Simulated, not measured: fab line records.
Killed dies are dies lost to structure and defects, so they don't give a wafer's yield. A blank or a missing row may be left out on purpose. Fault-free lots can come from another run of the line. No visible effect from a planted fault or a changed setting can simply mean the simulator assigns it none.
Which tool was responsible? + flow sky130 + at 1 step of a route of 708, 12 lots with 36 wafers sampled

WHAT THE GAUGES READ, wafer by wafer
SKY_VT_ADJUST_PCH_OVL_MEAS_07.
| lot  | measured     | on         | VT_ADJUST_PCH_OVL (nm) |
|------|--------------|------------|------------------------|
| L075 | day 10 18:11 | overlay-01 | -2.5 0.8 -1.4          |
| L077 | day 11 10:28 | overlay-01 | 0.8 -1.8 -0.3          |
| L078 | day 12 05:37 | overlay-02 | -3.0 -3.3 -2.6         |
| L081 | day 13 03:16 | overlay-02 | -1.9 -1.3 -1.3         |
| L083 | day 13 19:56 | overlay-02 | -3.2 -1.2 0.7          |
| L086 | day 14 12:40 | overlay-02 | -1.4 1.6 -1.5          |
| L087 | day 14 18:37 | overlay-02 | 1.5 2.7 -0.5           |
| L088 | day 15 05:38 | overlay-01 | -1.7 -3.7 -4.1         |
| L091 | day 15 23:56 | overlay-01 | -1.7 -0.7 -1.3         |
| L093 | day 16 13:44 | overlay-01 | -1.3 -1.0 0.9          |
| L095 | day 17 04:46 | overlay-01 | -0.4 0.5 -1.7          |
| L097 | day 18 00:28 | overlay-01 | -0.9 -0.8 -0.6         |

WHICH TOOL RAN EACH LOT (tool, then ch and the chambers of the sampled wafers, then the start)
Before these readings, the record contains no process step.

THE ANSWER, worked out from the rows above alone
Rule: the usual values come from the lots themselves. The widest of any qualifying gaps counts: lots, ordered by their means at a reading, are off when they make up no more than a third of the lots, leave a main group of 4 or more, and stand apart from it by 3 or more times the standard deviation of that group's means. If all means in a main group match to the digits the tables above print for the reading, that group is not used. Also off: a lot with no number at a reading for which 4 or more lots have one. Any other lot the step has rows for is counted as sound.
No lot is off at any reading shown: from this, nothing can be told.

WHAT HAD BEEN PUT IN BY THE SIMULATOR
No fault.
